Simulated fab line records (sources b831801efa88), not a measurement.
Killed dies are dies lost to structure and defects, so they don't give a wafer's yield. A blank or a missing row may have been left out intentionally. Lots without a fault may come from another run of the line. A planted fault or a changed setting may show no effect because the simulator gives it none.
Which tool is to blame? ; flow gf180mcu ; Sampling: 12 lots, 36 wafers, 3 of 602 route steps

== WHAT THE GAUGES READ, wafer by wafer ==
GF_V3_THK_MEAS_03.
lot;measured;on;V3_CVD_02_THK (nm)
L105;day 22 03:22;film-metro-02;855 848 852
L107;day 22 22:43;film-metro-02;840 845 864
L108;day 23 04:56;film-metro-04;825 844 860
L113;day 25 04:04;film-metro-02;846 849 876
L114;day 25 06:52;film-metro-03;855 839 860
L116;day 26 01:38;film-metro-03;844 845 877
L118;day 26 13:04;film-metro-02;826 852 861
L120;day 27 10:19;film-metro-04;844 855 855
L123;day 28 00:03;film-metro-02;851 871 861
L124;day 28 04:28;film-metro-03;870 855 872
L125;day 28 19:14;film-metro-04;863 867 866
L126;day 28 23:50;film-metro-02;850 858 862

GF_V3_OVL_MEAS_15.
lot;measured;on;V3_OVL (nm)
L105;day 23 03:12;overlay-01;-8 -4 -2
L107;day 23 21:35;overlay-01;2 4 1
L108;day 24 03:32;overlay-02;-7 -7 -8
L113;day 26 01:24;overlay-02;3 5 7
L114;day 26 04:52;overlay-02;1 1 -3
L116;day 26 22:55;overlay-01;-11 -13 -11
L118;day 27 10:35;overlay-02;-7 -9 -13
L120;day 28 06:25;overlay-02;2 0 2
L123;day 28 20:05;overlay-01;0 -3 2
L124;day 29 00:44;overlay-02;-5 -2 -4
L125;day 29 15:16;overlay-01;-11 -9 -13
L126;day 29 18:17;overlay-02;-5 -6 -9

GF_V3_RS_MEAS_24: measures by four-point-probe.
lot;measured;on;V3_W_RS (ohm/sq)
L105;day 23 04:08;film-metro-02;0.329 0.325 0.326
L107;day 23 22:30;film-metro-03;0.327 0.329 0.333
L108;day 24 04:29;film-metro-03;0.333 0.336 0.336
L113;day 26 02:20;film-metro-02;0.326 0.327 0.331
L114;day 26 05:48;film-metro-03;0.328 0.334 0.333
L116;day 26 23:51;film-metro-03;0.326 0.327 0.326
L118;day 27 11:32;film-metro-02;0.329 0.336 0.326
L120;day 28 07:19;film-metro-04;0.325 0.324 0.325
L123;day 28 21:01;film-metro-02;0.326 0.324 0.334
L124;day 29 01:42;film-metro-04;0.326 0.329 0.325
L125;day 29 16:11;film-metro-02;0.330 0.327 0.330
L126;day 29 19:14;film-metro-04;0.325 0.325 0.327

== TOOL THAT RAN EACH LOT (tool first, then ch and the chambers of the sampled wafers, then the start) ==
The record holds no process step before these readings.

== WHAT THE TOOLS THEMSELVES READ (means of the sampled wafers that have a number; where no wafer has one, the mark that the record gives instead) ==
The record holds no such reading with a usual standard deviation.

== THE ANSWER, worked out from the rows above alone ==
Rule: what is usual is taken from the lots themselves. Put in order of their means at a reading, lots are off if they are a third of the lots or fewer, leave a main group of 4 or more, and stand apart from it by a gap of 3 or more times the standard deviation of the main group's means; of several such gaps the widest counts. Not used: any main group whose means are identical at the precision the tables above print for the reading. A lot without any number at a reading at which 4 lots or more have one is off too. Any other lot the step has rows for is counted as sound. Order of review: gauges by route order, followed by the tools' own readings, for which a lot's mean as printed above is used. At the first step where some lot is off, the reading lying furthest off is the one used; lots without a number count as furthest.
Across all readings shown, no lot is off: no conclusion can be drawn from this.

== WHAT THE SIMULATOR HAD PUT IN ==
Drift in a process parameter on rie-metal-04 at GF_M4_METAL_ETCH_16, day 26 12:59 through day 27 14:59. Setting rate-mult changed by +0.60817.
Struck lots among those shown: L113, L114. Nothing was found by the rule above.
